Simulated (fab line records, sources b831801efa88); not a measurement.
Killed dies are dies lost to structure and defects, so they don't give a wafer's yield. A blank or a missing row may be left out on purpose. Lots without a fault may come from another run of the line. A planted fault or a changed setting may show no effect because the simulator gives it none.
Chamber matching | flow sky130 | SKY_POLY_GATE_ETCH_16 on rie_diel-04: 4 sister chambers
The step etches Si3N4 in CH3F/O2, stops on poly-Si, time 147.5 s, target depth 75 nm. 8 wafers are shown with their chamber, then 11 later ones without.

WAFERS WITH THEIR CHAMBER
wafer  | chamber | drypump_motor_current_A (A) | throttle_valve_pct (%)
L082.1 | 3       | 5.9                         | 10.541
L082.6 | 3       | 5.9                         | 10.542
L085.2 | 2       | 6.3                         | 10.523
L085.5 | 1       | 5.1                         | 10.541
L087.2 | 2       | 6.2                         | 10.540
L087.4 | 0       | 5.7                         | 10.531
L087.5 | 0       | 5.7                         | 10.532
L089.2 | 1       | 5.1                         | 10.559

WAFERS WITHOUT THEIR CHAMBER
wafer  | drypump_motor_current_A (A) | throttle_valve_pct (%)
L089.3 | 5.7                         | 10.531
L089.4 | 6.2                         | 10.533
L090.1 | 5.7                         | 10.550
L090.4 | 5.9                         | 10.534
L090.6 | 5.9                         | 10.519
L095.1 | 5.7                         | 10.537
L095.2 | 5.9                         | 10.525
L095.5 | 5.1                         | 10.543
L097.2 | 5.1                         | 10.550
L097.4 | 6.2                         | 10.535
L097.6 | 6.2                         | 10.544

WHICH CHAMBER EACH WENT THROUGH
wafer  | from the rows above | in truth
L089.3 | 0                   | 0
L089.4 | 2                   | 2
L090.1 | 0                   | 0
L090.4 | 3                   | 3
L090.6 | 3                   | 3
L095.1 | 0                   | 0
L095.2 | 3                   | 3
L095.5 | 1                   | 1
L097.2 | 1                   | 1
L097.4 | 2                   | 2
L097.6 | 2                   | 2
Placed correctly: 11 of 11. Can't be placed from these rows: 0. Placed wrongly: 0.
How it was worked out, from the rows above alone: a wafer's distance from a chamber is the root of the sum, over the readings, of the square of ((its reading less the chamber's mean) divided by the reading's scatter). The wafer belongs to the nearest chamber; if the next one is less than 2 further off, it can't be placed. A chamber's mean is the mean of its shown wafers. The scatter: the root of (the sum of the squares of (reading less its chamber's mean) over the shown wafers, divided by (wafers less chambers)).
